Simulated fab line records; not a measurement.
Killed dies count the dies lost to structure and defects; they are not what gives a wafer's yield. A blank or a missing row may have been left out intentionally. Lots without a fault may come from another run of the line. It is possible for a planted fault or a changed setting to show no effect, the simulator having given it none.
fab line records || flow gf180mcu || part 2 of 2: steps 31 to 41 of 41
[record] {"lots": 5, "wafers": 15, "last-day": 34}
route steps=602 shown MVPSD@81 VT_IMPLANT@90
lots that met no fault: taken from a fault-free run of the same line
start-h: the number of hours between the record's first day and the start of the first shown wafer of the lot || wait-h: time in hours since the lot's previous step || " same as the row above || L1.1+2: a single row standing in for several wafers || - no value, or no start given || * or withheld: withheld || < > ~ a bound
route shown NAME@n: a module of which the file shows steps, and the number in the route of the first || usual: average and standard deviation across the fault-free wafers || same: alike in all rows || chamber/n: place in a boat || sites: per-site readings || _std_site: their standard deviation || _edge_site: inner sites' mean taken away from outer sites' mean || radius-mm: how far each site lies from the wafer's centre || mask NAME#n: copy n || behind: the tool/chamber that last shaped the wafer || hold: what put the lot on hold/how long, in hours/how the hold closed || device: which transistor (n, p or np) failed to switch || end of line: the route-end tests of the same wafers || where a step has no rows: the recipe by itself || killed: the dies lost at the first sort to structure and to defects; this is not the yield of the wafer || map: a wafer's dies, marking killed ones x, the rest . and places with no die _
set.NAME: the run value of the setting; set.NAME@STEP: its run value at that earlier step || model.NAME: the simulator's own value behind a step, which no gauge read
lots at selected steps of the route; one table per step, one row per wafer
services: a tool's chamber out of use, with start hour (start-h, from the record's first day; less than 0 if before it), hours out, and reason
[[steps]]
[step GF_VT_IMPLANT_TW_MEAS_21]
[usual] {"VT_IMPLANT_2_TW": "1221/12"}
{"lot.wafer": "L078.1", "tool": "film-metro-04", "chamber": "-", "start-h": 151.83, "wait-h": 0.1, "VT_IMPLANT_2_TW": 1216}
{"lot.wafer": "L078.3", "tool": "film-metro-04", "chamber": "-", "start-h": 151.83, "wait-h": 0.1, "VT_IMPLANT_2_TW": 1215}
{"lot.wafer": "L078.5", "tool": "film-metro-04", "chamber": "-", "start-h": 151.83, "wait-h": 0.1, "VT_IMPLANT_2_TW": 1209}
{"lot.wafer": "L087.1", "tool": "film-metro-04", "chamber": "-", "start-h": 213.55, "wait-h": 0.1, "VT_IMPLANT_2_TW": 1224}
{"lot.wafer": "L087.2", "tool": "film-metro-04", "chamber": "-", "start-h": 213.55, "wait-h": 0.1, "VT_IMPLANT_2_TW": 1219}
{"lot.wafer": "L087.6", "tool": "film-metro-04", "chamber": "-", "start-h": 213.55, "wait-h": 0.1, "VT_IMPLANT_2_TW": 1218}
{"lot.wafer": "L091.1", "tool": "film-metro-01", "chamber": "-", "start-h": 236.85, "wait-h": 0.1, "VT_IMPLANT_2_TW": 1240}
{"lot.wafer": "L091.4", "tool": "film-metro-01", "chamber": "-", "start-h": 236.85, "wait-h": 0.1, "VT_IMPLANT_2_TW": 1236}
{"lot.wafer": "L091.6", "tool": "film-metro-01", "chamber": "-", "start-h": 236.85, "wait-h": 0.1, "VT_IMPLANT_2_TW": 1237}
{"lot.wafer": "L095.2", "tool": "film-metro-03", "chamber": "-", "start-h": 261.68, "wait-h": 0.1, "VT_IMPLANT_2_TW": 1228}
{"lot.wafer": "L095.4", "tool": "film-metro-03", "chamber": "-", "start-h": 261.68, "wait-h": 0.1, "VT_IMPLANT_2_TW": 1223}
{"lot.wafer": "L095.5", "tool": "film-metro-03", "chamber": "-", "start-h": 261.68, "wait-h": 0.1, "VT_IMPLANT_2_TW": 1227}
{"lot.wafer": "L096.3", "tool": "film-metro-03", "chamber": "-", "start-h": 263.59, "wait-h": 0.1, "VT_IMPLANT_2_TW": 1224}
{"lot.wafer": "L096.4", "tool": "film-metro-03", "chamber": "-", "start-h": 263.59, "wait-h": 0.1, "VT_IMPLANT_2_TW": 1229}
{"lot.wafer": "L096.6", "tool": "film-metro-03", "chamber": "-", "start-h": 263.59, "wait-h": 0.1, "VT_IMPLANT_2_TW": 1217}
[step GF_VT_IMPLANT_DEHYDRATE_22]
[recipe] {"temp-c": 200, "time-s": 60}
{"lot.wafer": "L078.1+3+5", "tool": "litho-track-03", "chamber": 0, "start-h": 159.32, "wait-h": 7.5}
{"lot.wafer": "L087.1+2+6", "tool": "litho-track-02", "chamber": 0, "start-h": 221.13, "wait-h": 7.6}
{"lot.wafer": "L091.1+4+6", "tool": "litho-track-03", "chamber": 0, "start-h": 244.72, "wait-h": 7.9}
{"lot.wafer": "L095.2+4+5", "tool": "litho-track-02", "chamber": 0, "start-h": 271.11, "wait-h": 9.4}
{"lot.wafer": "L096.3+4+6", "tool": "litho-track-01", "chamber": 0, "start-h": 273.39, "wait-h": 9.8}
[step GF_VT_IMPLANT_HMDS_23]
[recipe] {"prime-time-s": 60, "prime-temp-c": 120}
{"lot.wafer": "L078.1+3+5", "tool": "litho-track-03", "chamber": 0, "start-h": 159.47, "wait-h": 0.1}
{"lot.wafer": "L087.1+2+6", "tool": "litho-track-02", "chamber": 0, "start-h": 221.28, "wait-h": 0.1}
{"lot.wafer": "L091.1+4+6", "tool": "litho-track-03", "chamber": 0, "start-h": 244.87, "wait-h": 0.1}
{"lot.wafer": "L095.2+4+5", "tool": "litho-track-02", "chamber": 0, "start-h": 271.26, "wait-h": 0.1}
{"lot.wafer": "L096.3+4+6", "tool": "litho-track-01", "chamber": 0, "start-h": 273.54, "wait-h": 0.1}
[step GF_VT_IMPLANT_COAT_24]
[recipe] {"resist": "NOVOLAK", "spin-rpm": 3000, "resist-thk-nm": 1000}
[usual] {"dispense-pressure-kPa": "48/3.1"}
{"lot.wafer": "L078.1", "tool": "litho-track-03", "chamber": 0, "start-h": 159.62, "wait-h": 0.1, "dispense-pressure-kPa": 50}
{"lot.wafer": "L078.3", "tool": "litho-track-03", "chamber": 0, "start-h": 159.62, "wait-h": 0.1, "dispense-pressure-kPa": 50}
{"lot.wafer": "L078.5", "tool": "litho-track-03", "chamber": 0, "start-h": 159.62, "wait-h": 0.1, "dispense-pressure-kPa": 50}
{"lot.wafer": "L087.1", "tool": "litho-track-02", "chamber": 0, "start-h": 221.43, "wait-h": 0.1, "dispense-pressure-kPa": 53}
{"lot.wafer": "L087.2", "tool": "litho-track-02", "chamber": 0, "start-h": 221.43, "wait-h": 0.1, "dispense-pressure-kPa": 53}
{"lot.wafer": "L087.6", "tool": "litho-track-02", "chamber": 0, "start-h": 221.43, "wait-h": 0.1, "dispense-pressure-kPa": 53}
{"lot.wafer": "L091.1", "tool": "litho-track-03", "chamber": 0, "start-h": 245.02, "wait-h": 0.1, "dispense-pressure-kPa": 50}
{"lot.wafer": "L091.4", "tool": "litho-track-03", "chamber": 0, "start-h": 245.02, "wait-h": 0.1, "dispense-pressure-kPa": 50}
{"lot.wafer": "L091.6", "tool": "litho-track-03", "chamber": 0, "start-h": 245.02, "wait-h": 0.1, "dispense-pressure-kPa": 50}
{"lot.wafer": "L095.2", "tool": "litho-track-02", "chamber": 0, "start-h": 271.41, "wait-h": 0.1, "dispense-pressure-kPa": 53}
{"lot.wafer": "L095.4", "tool": "litho-track-02", "chamber": 0, "start-h": 271.41, "wait-h": 0.1, "dispense-pressure-kPa": 53}
{"lot.wafer": "L095.5", "tool": "litho-track-02", "chamber": 0, "start-h": 271.41, "wait-h": 0.1, "dispense-pressure-kPa": 53}
{"lot.wafer": "L096.3", "tool": "litho-track-01", "chamber": 0, "start-h": 273.69, "wait-h": 0.1, "dispense-pressure-kPa": 45}
{"lot.wafer": "L096.4", "tool": "litho-track-01", "chamber": 0, "start-h": 273.69, "wait-h": 0.1, "dispense-pressure-kPa": 45}
{"lot.wafer": "L096.6", "tool": "litho-track-01", "chamber": 0, "start-h": 273.69, "wait-h": 0.1, "dispense-pressure-kPa": 45}
[step GF_VT_IMPLANT_SOFTBAKE_25]
[recipe] {"temp-c": 90, "time-s": 60, "resist": "NOVOLAK"}
{"lot.wafer": "L078.1+3+5", "tool": "litho-track-03", "chamber": 0, "start-h": 159.77, "wait-h": 0.1}
{"lot.wafer": "L087.1+2+6", "tool": "litho-track-02", "chamber": 0, "start-h": 221.58, "wait-h": 0.1}
{"lot.wafer": "L091.1+4+6", "tool": "litho-track-03", "chamber": 0, "start-h": 245.17, "wait-h": 0.1}
{"lot.wafer": "L095.2+4+5", "tool": "litho-track-02", "chamber": 0, "start-h": 271.56, "wait-h": 0.1}
{"lot.wafer": "L096.3+4+6", "tool": "litho-track-01", "chamber": 0, "start-h": 273.84, "wait-h": 0.1}
[step GF_VT_IMPLANT_EXPOSE_26]
[recipe] {"mask-id": "LVPWELL_HV_AREA", "target-cd-nm": 860, "na": 0.6, "source-shape": "conventional", "sigma-outer": 0.6, "dose-mj": 140}
[usual] {"exposure-dose-mJ-cm2": "140.01/0.16"}
[same] {"na": 0.6}
{"lot.wafer": "L078.1", "tool": "iline-stepper-01", "chamber": 0, "start-h": "-", "wait-h": "-", "mask": "LVPWELL_HV_AREA#0", "exposure-dose-mJ-cm2": 139.95}
{"lot.wafer": "L078.3", "tool": "iline-stepper-01", "chamber": 0, "start-h": "-", "wait-h": "-", "mask": "LVPWELL_HV_AREA#0", "exposure-dose-mJ-cm2": 139.94}
{"lot.wafer": "L078.5", "tool": "iline-stepper-01", "chamber": 0, "start-h": "-", "wait-h": "-", "mask": "LVPWELL_HV_AREA#0", "exposure-dose-mJ-cm2": 139.85}
{"lot.wafer": "L087.1", "tool": "iline-stepper-02", "chamber": 0, "start-h": "-", "wait-h": "-", "mask": "LVPWELL_HV_AREA#0", "exposure-dose-mJ-cm2": 139.94}
{"lot.wafer": "L087.2", "tool": "iline-stepper-02", "chamber": 0, "start-h": "-", "wait-h": "-", "mask": "LVPWELL_HV_AREA#0", "exposure-dose-mJ-cm2": 140.00}
{"lot.wafer": "L087.6", "tool": "iline-stepper-02", "chamber": 0, "start-h": "-", "wait-h": "-", "mask": "LVPWELL_HV_AREA#0", "exposure-dose-mJ-cm2": 140.17}
{"lot.wafer": "L091.1", "tool": "iline-stepper-01", "chamber": 0, "start-h": "-", "wait-h": "-", "mask": "LVPWELL_HV_AREA#0", "exposure-dose-mJ-cm2": 139.87}
{"lot.wafer": "L091.4", "tool": "iline-stepper-01", "chamber": 0, "start-h": "-", "wait-h": "-", "mask": "LVPWELL_HV_AREA#0", "exposure-dose-mJ-cm2": 139.90}
{"lot.wafer": "L091.6", "tool": "iline-stepper-01", "chamber": 0, "start-h": "-", "wait-h": "-", "mask": "LVPWELL_HV_AREA#0", "exposure-dose-mJ-cm2": 139.79}
{"lot.wafer": "L095.2", "tool": "iline-stepper-02", "chamber": 0, "start-h": "-", "wait-h": "-", "mask": "LVPWELL_HV_AREA#0", "exposure-dose-mJ-cm2": 139.90}
{"lot.wafer": "L095.4", "tool": "iline-stepper-02", "chamber": 0, "start-h": "-", "wait-h": "-", "mask": "LVPWELL_HV_AREA#0", "exposure-dose-mJ-cm2": 140.25}
{"lot.wafer": "L095.5", "tool": "iline-stepper-02", "chamber": 0, "start-h": "-", "wait-h": "-", "mask": "LVPWELL_HV_AREA#0", "exposure-dose-mJ-cm2": 140.08}
{"lot.wafer": "L096.3", "tool": "iline-stepper-01", "chamber": 0, "start-h": "-", "wait-h": "-", "mask": "LVPWELL_HV_AREA#0", "exposure-dose-mJ-cm2": 140.39}
{"lot.wafer": "L096.4", "tool": "iline-stepper-01", "chamber": 0, "start-h": "-", "wait-h": "-", "mask": "LVPWELL_HV_AREA#0", "exposure-dose-mJ-cm2": 139.94}
{"lot.wafer": "L096.6", "tool": "iline-stepper-01", "chamber": 0, "start-h": "-", "wait-h": "-", "mask": "LVPWELL_HV_AREA#0", "exposure-dose-mJ-cm2": 140.13}
[step GF_VT_IMPLANT_PEB_27]
[recipe] {"temp-c": "withheld", "time-s": "*", "resist": "NOVOLAK"}
{"lot.wafer": "L078.1+3+5", "tool": "litho-track-03", "chamber": 0, "start-h": "-", "wait-h": "-"}
{"lot.wafer": "L087.1+2+6", "tool": "litho-track-01", "chamber": 0, "start-h": "-", "wait-h": "-"}
{"lot.wafer": "L091.1+4+6", "tool": "litho-track-03", "chamber": 0, "start-h": "-", "wait-h": "-"}
{"lot.wafer": "L095.2+4+5", "tool": "litho-track-01", "chamber": 0, "start-h": "-", "wait-h": "-"}
{"lot.wafer": "L096.3+4+6", "tool": "litho-track-02", "chamber": 0, "start-h": "-", "wait-h": "-"}
[step GF_VT_IMPLANT_DEVELOP_28]
[recipe] {"develop-time-s": 60, "dev-temp-c": 23}
{"lot.wafer": "L078.1+3+5", "tool": "litho-track-03", "chamber": 0, "start-h": 167.27, "wait-h": 0.1}
{"lot.wafer": "L087.1+2+6", "tool": "litho-track-01", "chamber": 0, "start-h": 231.14, "wait-h": 0.1}
{"lot.wafer": "L091.1+4+6", "tool": "litho-track-03", "chamber": 0, "start-h": 255.37, "wait-h": 0.1}
{"lot.wafer": "L095.2+4+5", "tool": "litho-track-01", "chamber": 0, "start-h": 280.71, "wait-h": 0.1}
{"lot.wafer": "L096.3+4+6", "tool": "litho-track-02", "chamber": 0, "start-h": 283.13, "wait-h": 0.1}
[step GF_VT_IMPLANT_OVL_MEAS_29]
[usual] {"VT_IMPLANT_02_OVL": "0.2/1.3"}
{"lot.wafer": "L078.1", "tool": "overlay-01", "chamber": "-", "start-h": 167.42, "wait-h": 0.1, "VT_IMPLANT_02_OVL[nm]": -1.8}
{"lot.wafer": "L078.3", "tool": "overlay-01", "chamber": "-", "start-h": 167.42, "wait-h": 0.1, "VT_IMPLANT_02_OVL[nm]": 0.8}
{"lot.wafer": "L078.5", "tool": "overlay-01", "chamber": "-", "start-h": 167.42, "wait-h": 0.1, "VT_IMPLANT_02_OVL[nm]": 0.7}
{"lot.wafer": "L087.1", "tool": "overlay-01", "chamber": "-", "start-h": 231.29, "wait-h": 0.1, "VT_IMPLANT_02_OVL[nm]": 1.5}
{"lot.wafer": "L087.2", "tool": "overlay-01", "chamber": "-", "start-h": 231.29, "wait-h": 0.1, "VT_IMPLANT_02_OVL[nm]": 1.9}
{"lot.wafer": "L087.6", "tool": "overlay-01", "chamber": "-", "start-h": 231.29, "wait-h": 0.1, "VT_IMPLANT_02_OVL[nm]": 2.8}
{"lot.wafer": "L091.1", "tool": "overlay-01", "chamber": "-", "start-h": 255.52, "wait-h": 0.1, "VT_IMPLANT_02_OVL[nm]": -1.9}
{"lot.wafer": "L091.4", "tool": "overlay-01", "chamber": "-", "start-h": 255.52, "wait-h": 0.1, "VT_IMPLANT_02_OVL[nm]": -1.1}
{"lot.wafer": "L091.6", "tool": "overlay-01", "chamber": "-", "start-h": 255.52, "wait-h": 0.1, "VT_IMPLANT_02_OVL[nm]": -0.5}
{"lot.wafer": "L095.2", "tool": "overlay-01", "chamber": "-", "start-h": 280.84, "wait-h": 0.1, "VT_IMPLANT_02_OVL[nm]": -2.2}
{"lot.wafer": "L095.4", "tool": "overlay-01", "chamber": "-", "start-h": 280.84, "wait-h": 0.1, "VT_IMPLANT_02_OVL[nm]": -0.6}
{"lot.wafer": "L095.5", "tool": "overlay-01", "chamber": "-", "start-h": 280.84, "wait-h": 0.1, "VT_IMPLANT_02_OVL[nm]": 0.5}
{"lot.wafer": "L096.3", "tool": "overlay-02", "chamber": "-", "start-h": 283.24, "wait-h": 0.1, "VT_IMPLANT_02_OVL[nm]": 0.1}
{"lot.wafer": "L096.4", "tool": "overlay-02", "chamber": "-", "start-h": 283.24, "wait-h": 0.1, "VT_IMPLANT_02_OVL[nm]": 0.9}
{"lot.wafer": "L096.6", "tool": "overlay-02", "chamber": "-", "start-h": 283.24, "wait-h": 0.1, "VT_IMPLANT_02_OVL[nm]": 0.7}
[step GF_VT_IMPLANT_IMPLANT_30]
[recipe] {"species": "B", "energy-kev": 25, "dose-cm2": 2.534e+12, "tilt-deg": 7}
[usual] {"tilt-deg": "6.997/0.017"}
{"lot.wafer": "L078.1", "tool": "implanter-01", "chamber": 0, "start-h": 167.45, "wait-h": 0.0, "tilt-deg": 6.996}
{"lot.wafer": "L078.3", "tool": "implanter-01", "chamber": 0, "start-h": 167.45, "wait-h": 0.0, "tilt-deg": 7.000}
{"lot.wafer": "L078.5", "tool": "implanter-01", "chamber": 0, "start-h": 167.45, "wait-h": 0.0, "tilt-deg": 6.993}
{"lot.wafer": "L087.1", "tool": "implanter-04", "chamber": 0, "start-h": 231.32, "wait-h": 0.0, "tilt-deg": 6.996}
{"lot.wafer": "L087.2", "tool": "implanter-04", "chamber": 0, "start-h": 231.32, "wait-h": 0.0, "tilt-deg": 6.997}
{"lot.wafer": "L087.6", "tool": "implanter-04", "chamber": 0, "start-h": 231.32, "wait-h": 0.0, "tilt-deg": 6.997}
{"lot.wafer": "L091.1", "tool": "implanter-04", "chamber": 0, "start-h": 255.55, "wait-h": 0.0, "tilt-deg": 7.021}
{"lot.wafer": "L091.4", "tool": "implanter-04", "chamber": 0, "start-h": 255.55, "wait-h": 0.0, "tilt-deg": 7.027}
{"lot.wafer": "L091.6", "tool": "implanter-04", "chamber": 0, "start-h": 255.55, "wait-h": 0.0, "tilt-deg": 7.024}
{"lot.wafer": "L095.2", "tool": "implanter-01", "chamber": 0, "start-h": 280.90, "wait-h": 0.0, "tilt-deg": 7.007}
{"lot.wafer": "L095.4", "tool": "implanter-01", "chamber": 0, "start-h": 280.90, "wait-h": 0.0, "tilt-deg": 7.003}
{"lot.wafer": "L095.5", "tool": "implanter-01", "chamber": 0, "start-h": 280.90, "wait-h": 0.0, "tilt-deg": 7.001}
{"lot.wafer": "L096.3", "tool": "implanter-01", "chamber": 0, "start-h": 283.32, "wait-h": 0.1, "tilt-deg": 6.992}
{"lot.wafer": "L096.4", "tool": "implanter-01", "chamber": 0, "start-h": 283.32, "wait-h": 0.1, "tilt-deg": 7.014}
{"lot.wafer": "L096.6", "tool": "implanter-01", "chamber": 0, "start-h": 283.32, "wait-h": 0.1, "tilt-deg": 7.025}
[step GF_VT_IMPLANT_STRIP_31]
[recipe] {"chemistry": "O2/N2", "power-w": 1400, "pressure-mtorr": 1500, "platen-temp-c": 250, "o2-flow-sccm": 3000, "n2-flow-sccm": 300, "overash-fraction": 0.5}
[usual] {"drypump-motor-current-A": "5.6/0.45", "heater-power-w": "309/36", "oes-product-au": "0.716/0.0047", "strip-time-to-endpoint-s": "12.65/0.036"}
{"lot.wafer": "L078.1", "tool": "plasma-asher-01", "chamber": 0, "start-h": 167.60, "wait-h": 0.1, "drypump-motor-current-A": 5.4, "heater-power-w": 297, "oes-product-au": 0.709, "rf-hours-counter-h": 39, "strip-time-to-endpoint-s": 12.66}
{"lot.wafer": "L078.3", "tool": "plasma-asher-01", "chamber": 0, "start-h": 167.60, "wait-h": 0.1, "drypump-motor-current-A": 5.4, "heater-power-w": 299, "oes-product-au": 0.719, "rf-hours-counter-h": "-", "strip-time-to-endpoint-s": 12.67}
{"lot.wafer": "L078.5", "tool": "plasma-asher-01", "chamber": 1, "start-h": 167.60, "wait-h": 0.1, "drypump-motor-current-A": 4.8, "heater-power-w": 323, "oes-product-au": 0.723, "rf-hours-counter-h": "-", "strip-time-to-endpoint-s": 12.69}
{"lot.wafer": "L087.1", "tool": "plasma-asher-03", "chamber": 0, "start-h": 231.47, "wait-h": 0.1, "drypump-motor-current-A": 6.1, "heater-power-w": 337, "oes-product-au": 0.721, "rf-hours-counter-h": 51, "strip-time-to-endpoint-s": 12.64}
{"lot.wafer": "L087.2", "tool": "plasma-asher-03", "chamber": 1, "start-h": 231.47, "wait-h": 0.1, "drypump-motor-current-A": 5.3, "heater-power-w": 252, "oes-product-au": 0.724, "rf-hours-counter-h": 51, "strip-time-to-endpoint-s": 12.62}
{"lot.wafer": "L087.6", "tool": "plasma-asher-03", "chamber": 0, "start-h": 231.47, "wait-h": 0.1, "drypump-motor-current-A": 6.1, "heater-power-w": 339, "oes-product-au": 0.714, "rf-hours-counter-h": "-", "strip-time-to-endpoint-s": 12.62}
{"lot.wafer": "L091.1", "tool": "plasma-asher-03", "chamber": 1, "start-h": 255.70, "wait-h": 0.1, "drypump-motor-current-A": 5.4, "heater-power-w": 245, "oes-product-au": 0.717, "rf-hours-counter-h": 54, "strip-time-to-endpoint-s": 12.73}
{"lot.wafer": "L091.4", "tool": "plasma-asher-03", "chamber": 1, "start-h": 255.70, "wait-h": 0.1, "drypump-motor-current-A": 5.4, "heater-power-w": 245, "oes-product-au": 0.713, "rf-hours-counter-h": "-", "strip-time-to-endpoint-s": 12.66}
{"lot.wafer": "L091.6", "tool": "plasma-asher-03", "chamber": 1, "start-h": 255.70, "wait-h": 0.1, "drypump-motor-current-A": 5.4, "heater-power-w": 251, "oes-product-au": 0.713, "rf-hours-counter-h": "-", "strip-time-to-endpoint-s": 12.69}
{"lot.wafer": "L095.2", "tool": "plasma-asher-01", "chamber": 1, "start-h": 281.02, "wait-h": 0.1, "drypump-motor-current-A": 4.8, "heater-power-w": 314, "oes-product-au": 0.712, "rf-hours-counter-h": 51, "strip-time-to-endpoint-s": 12.69}
{"lot.wafer": "L095.4", "tool": "plasma-asher-01", "chamber": 0, "start-h": 281.02, "wait-h": 0.1, "drypump-motor-current-A": 5.4, "heater-power-w": 300, "oes-product-au": 0.719, "rf-hours-counter-h": "-", "strip-time-to-endpoint-s": 12.70}
{"lot.wafer": "L095.5", "tool": "plasma-asher-01", "chamber": 1, "start-h": 281.02, "wait-h": 0.1, "drypump-motor-current-A": 4.8, "heater-power-w": 320, "oes-product-au": 0.724, "rf-hours-counter-h": "-", "strip-time-to-endpoint-s": 12.71}
{"lot.wafer": "L096.3", "tool": "plasma-asher-03", "chamber": 0, "start-h": 283.45, "wait-h": 0.1, "drypump-motor-current-A": 6.1, "heater-power-w": 339, "oes-product-au": 0.708, "rf-hours-counter-h": "-", "strip-time-to-endpoint-s": 12.64}
{"lot.wafer": "L096.4", "tool": "plasma-asher-03", "chamber": 1, "start-h": 283.45, "wait-h": 0.1, "drypump-motor-current-A": 5.4, "heater-power-w": 242, "oes-product-au": 0.720, "rf-hours-counter-h": "-", "strip-time-to-endpoint-s": 12.63}
{"lot.wafer": "L096.6", "tool": "plasma-asher-03", "chamber": 1, "start-h": 283.45, "wait-h": 0.1, "drypump-motor-current-A": 5.4, "heater-power-w": 241, "oes-product-au": 0.711, "rf-hours-counter-h": "-", "strip-time-to-endpoint-s": 12.66}
[[services]]
{"tool": "iline-stepper-02", "chamber": 0, "start-h": 95.93, "hours": "-", "kind": "calibration"}
{"tool": "iline-stepper-02", "chamber": "-", "start-h": 96.06, "hours": 1.7, "kind": "repair"}
{"tool": "plasma-asher-01", "chamber": "-", "start-h": 106.91, "hours": 2.8, "kind": "pm"}
{"tool": "implanter-04", "chamber": "-", "start-h": 107.72, "hours": 3.4, "kind": "pm"}
{"tool": "plasma-asher-04", "chamber": "-", "start-h": 108.75, "hours": 9.0, "kind": "pm"}
{"tool": "plasma-asher-04", "chamber": 0, "start-h": 108.75, "hours": 9.0, "kind": "vent-cycle"}
{"tool": "plasma-asher-04", "chamber": 1, "start-h": 108.75, "hours": 9.0, "kind": "vent-cycle"}
{"tool": "plasma-asher-03", "chamber": "-", "start-h": 112.84, "hours": 2.8, "kind": "pm"}
{"tool": "plasma-asher-04", "chamber": 0, "start-h": 117.75, "hours": "-", "kind": "clean"}
{"tool": "plasma-asher-04", "chamber": 1, "start-h": 117.75, "hours": "-", "kind": "clean"}
{"tool": "plasma-asher-03", "chamber": "-", "start-h": 137.53, "hours": 8.1, "kind": "repair"}
{"tool": "implanter-01", "chamber": "-", "start-h": 153.30, "hours": 2.8, "kind": "repair"}
{"tool": "iline-stepper-02", "chamber": "-", "start-h": 167.02, "hours": 4.4, "kind": "pm"}
{"tool": "plasma-asher-01", "chamber": "-", "start-h": 171.77, "hours": 1.5, "kind": "repair"}
{"tool": "implanter-01", "chamber": "-", "start-h": 180.96, "hours": 3.4, "kind": "repair"}
{"tool": "plasma-asher-04", "chamber": "-", "start-h": 188.94, "hours": 1.6, "kind": "repair"}
{"tool": "implanter-01", "chamber": "-", "start-h": 191.05, "hours": 1.9, "kind": "repair"}
{"tool": "plasma-asher-04", "chamber": "-", "start-h": 206.65, "hours": 2.8, "kind": "pm"}
{"tool": "iline-stepper-01", "chamber": "-", "start-h": 229.11, "hours": 1.7, "kind": "pm"}
{"tool": "implanter-01", "chamber": "-", "start-h": 232.40, "hours": 3.9, "kind": "pm"}
{"tool": "implanter-02", "chamber": "-", "start-h": 249.30, "hours": 0.9, "kind": "repair"}
{"tool": "iline-stepper-01", "chamber": 0, "start-h": 251.35, "hours": "-", "kind": "calibration"}
{"tool": "iline-stepper-02", "chamber": "-", "start-h": 264.29, "hours": 1.7, "kind": "pm"}
{"tool": "implanter-03", "chamber": "-", "start-h": 275.78, "hours": 3.1, "kind": "pm"}
